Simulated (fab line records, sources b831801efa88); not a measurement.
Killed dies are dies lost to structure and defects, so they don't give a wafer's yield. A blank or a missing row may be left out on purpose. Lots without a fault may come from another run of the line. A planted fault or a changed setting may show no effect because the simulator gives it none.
Problem report in the 8D (eight disciplines) form, filled by code | flow gf180mcu | the parts of the form that need people (team, actions taken, sign-off) are left out

1. THE PROBLEM
temp_c at GF_SAB_WET_ETCH_12 reads a mean of 29.44 C on 6 wafers of 2 lots; wafers without a fault read 25.01 C with a standard deviation of 0.11. That is +40 standard deviations from the usual mean.
The step: etches SiO2 in dHF, target depth 22 nm, time 440 s.
First seen on wafer L884.2, day 20 22:20, on wet_bench-04. The record holds 18 wafers of 6 lots with a number at this step. Rule for "out", or "out of limits": more than 4 standard deviations from the usual mean. The other wafers with a number count as sound.

2. WHAT IT IS AND WHAT IT IS NOT
question                    | is                         | is not
which readings at this step | temp_c, bath_heat_duty_pct | -
which lots                  | L884, L885                 | L875, L876, L887, L889
which wafers of those lots  | all that have a number     | -
read on which tools         | wet_bench-04               | wet_bench-01, wet_bench-02
when                        | from day 20 22:20          | up to then (6 sound wafers); but 6 sound wafers of L887, L889 came after

3. SUSPECTS, AND WHAT RULES EACH OUT
Counting: a tool at a process step up to the reading stays a suspect if it ran every lot that is out and no sound lot after the first of them.
- pecvd-04 at GF_SAB_CVD_00 (deposits SiO2 from TEOS, target thk 50 nm, time 4.9302 s): ruled out as a lasting fault. Sound lots L889 ran on it after its first lot that is out, L884 (day 19 22:49).
- rie_diel-02 at GF_SAB_ETCH_11 (etches SiO2 in C4F8/O2/Ar, target depth 55 nm, time 8.5 s): ruled out as a lasting fault. Sound lots L887 ran on it after its first lot that is out, L884 (day 20 22:19).
- wet_bench-04 at GF_SAB_WET_ETCH_12 (etches SiO2 in dHF, target depth 22 nm, time 440 s): kept. It ran every lot that is out, first L884 (day 20 22:20), and no sound lot after that; its last sound lot up to then is L876 (day 17 18:08). Its own readings are out on those wafers: bath_heat_duty_pct, temp_c.
Left after counting: wet_bench-04 at GF_SAB_WET_ETCH_12.

4. THE CAUSE (what the simulator had put in)
Process parameter drift: wet_bench-04, from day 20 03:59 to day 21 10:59, at GF_SAB_WET_ETCH_12. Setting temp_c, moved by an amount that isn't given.
Counting left only this tool.

5. THE CHAIN OF EFFECTS, in route order
Each row: a reading whose mean over the struck wafers that have a number lies more than 3 standard deviations from the usual. Only readings for which the record gives a usual standard deviation are gone through. hours: the time from each lot's start at the first step in this table that gives one to its start at this step, as a median over the lots. sigmas: the change in usual standard deviations.
hours | step               | reading            | usual   | on struck wafers | change | sigmas
0     | GF_SAB_WET_ETCH_12 | bath_heat_duty_pct | 6.2 %   | 11.8             | +5.6   | +9.0
0     | GF_SAB_WET_ETCH_12 | temp_c             | 25.01 C | 29.44            | +4.43  | +40
The process steps in it:
- GF_SAB_WET_ETCH_12: etches SiO2 in dHF, target depth 22 nm, time 440 s.

6. WHAT WOULD HAVE CAUGHT IT SOONER
In this record the first reading out of limits was taken at day 20 22:20, 18 hours after the fault began at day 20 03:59.
